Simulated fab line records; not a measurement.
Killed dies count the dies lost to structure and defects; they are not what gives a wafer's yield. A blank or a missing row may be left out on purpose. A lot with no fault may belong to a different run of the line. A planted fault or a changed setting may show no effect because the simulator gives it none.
Struck lot and sound lot, side by side || flow sfqLine || 14 steps out of a route of 325
Sound: wafers L596.1, L596.3, L596.4. Wafers struck: L603.1, L603.4, L603.5. Last of all comes the cause.
Each step with rows lists, per side, the tool, then ch with its chambers, then its first start. Under that, the readings that differ: sound wafers || struck wafers || difference of the means || sigmas: that difference in standard deviations of wafers without a fault.
alike: words and numbers the same on both sides, and readings whose means are apart by under 2 such deviations; not compared: readings that were withheld, readings missing a value for some wafer, numbers with overlapping values and no deviation given by the record, and bounds like >300 which may hide the same value.
A row with sigmas, a row that says differs or no value, or rows on one side alone: a step with any of these is where the two part. Non-overlapping numbers with no deviation appear without sigmas and do not part them. A reading that every wafer of one side lacks parts them only if that side has two wafers or more.

first, 6 steps without rows for these wafers: SFQ_TRILAYER_M6_LITHO_COAT_164 (resist thk 62 nm); SFQ_TRILAYER_M6_LITHO_COAT_159 (resist thk 600 nm); SFQ_TRILAYER_M6_LITHO_SOFTBAKE_163; SFQ_TRILAYER_M6_LITHO_EXPOSE_160 (exposes mask M6, target cd 500 nm); SFQ_TRILAYER_M6_LITHO_PEB_162 (peb time 60 s); SFQ_TRILAYER_M6_LITHO_DEVELOP_161 (time 60 s).
SFQ_M6_OVL_MEAS_940:
  struck on overlay-01, day 76 10:19; sound on overlay-02, day 69 04:17
  alike: M6_OVL
SFQ_TRILAYER_M6_BARC_OPEN_METAL_ETCH_206: etches BARC in O2, target depth 125 nm, time 41.7 s.
  sound on rieMetal-01 ch 0,1, day 69 04:19; struck on rieMetal-03 ch 0,1, day 76 10:22
  alike: drypumpMotorCurrentA, oesProductAu
  not compared: rfHoursCounterH
SFQ_TRILAYER_M6_ETCH_METAL_ETCH_162: etches Nb in Cl2/Ar, stops on SiO2, target depth 240 nm, time 120 s.
  sound on rieMetal-01 ch 0,1, day 69 04:22; struck on rieMetal-03 ch 0,1, day 76 10:25
  alike: drypumpMotorCurrentA, oesProductAu
  not compared: rfHoursCounterH
SFQ_TRILAYER_M6_STRIP_STRIP_163: strips in O2.
  sound on rieMetal-01 ch 0,1, day 69 04:30; struck on rieMetal-03 ch 0,1, day 76 10:32
  alike: drypumpMotorCurrentA, oesProductAu
  not compared: rfHoursCounterH
then, 1 step without rows for these wafers: SFQ_TRILAYER_M6_STRIP_SOLV_CLEAN_164 (cleans in NMP, time 600 s).
SFQ_TRILAYER_I6_DEP_PECVD_165: deposits SiO2 from SiH4/N2O, time 111.11 s, target thk 500 nm.
  sound on pecvd-03 ch 0,1, day 69 05:16; struck on pecvd-03 ch 0,2, day 76 11:20
{"reading": "heaterPowerW (W)", "sound": "74 94 61", "struck": "146 117 151", "difference": "+62", "sigmas": "+3"}
{"reading": "rfFwdPowerW (W)", "sound": "181.8 183.6 181.9", "struck": "108.5 109.8 109.6", "difference": -73.1, "sigmas": "-99 or more"}
{"reading": "showerheadVppV (V)", "sound": "815 751 798", "struck": "647 591 641", "difference": -162, "sigmas": -4}
{"reading": "model.SiO2_of_TRILAYER_I6_DEP_PECVD_165.thkNm (nm)", "sound": "488.9 498 508.4", "struck": "419.9 422.6 428.3", "difference": -74.8, "sigmas": ""}
  alike: throttleValvePct
SFQ_TRILAYER_I6_CMP_CMP_166: polishes SiO2.
  sound on cmp-02 ch 1,2,3, day 69 07:11; struck on cmp-01 ch 0,1,3, day 76 13:37
{"reading": "timeToEndpointS (s)", "sound": "198 204 211", "struck": "160 162 167", "difference": -41, "sigmas": -5}
  alike: motorCurrentA
SFQ_I6_BOW_MEAS_941:
  struck on filmMetro-02, day 76 15:37; sound on filmMetro-02, day 69 10:11
  alike: I6_BOW

== WHERE THEY PART ==
At SFQ_TRILAYER_I6_DEP_PECVD_165 first; at SFQ_TRILAYER_I6_CMP_CMP_166 last (within this record only). Later steps at which nothing parts them and some readings are alike: SFQ_I6_BOW_MEAS_941.

WHY: whatever the simulator had introduced
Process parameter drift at SFQ_TRILAYER_I6_DEP_PECVD_165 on pecvd-03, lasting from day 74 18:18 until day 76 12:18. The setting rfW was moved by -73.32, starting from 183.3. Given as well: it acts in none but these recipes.
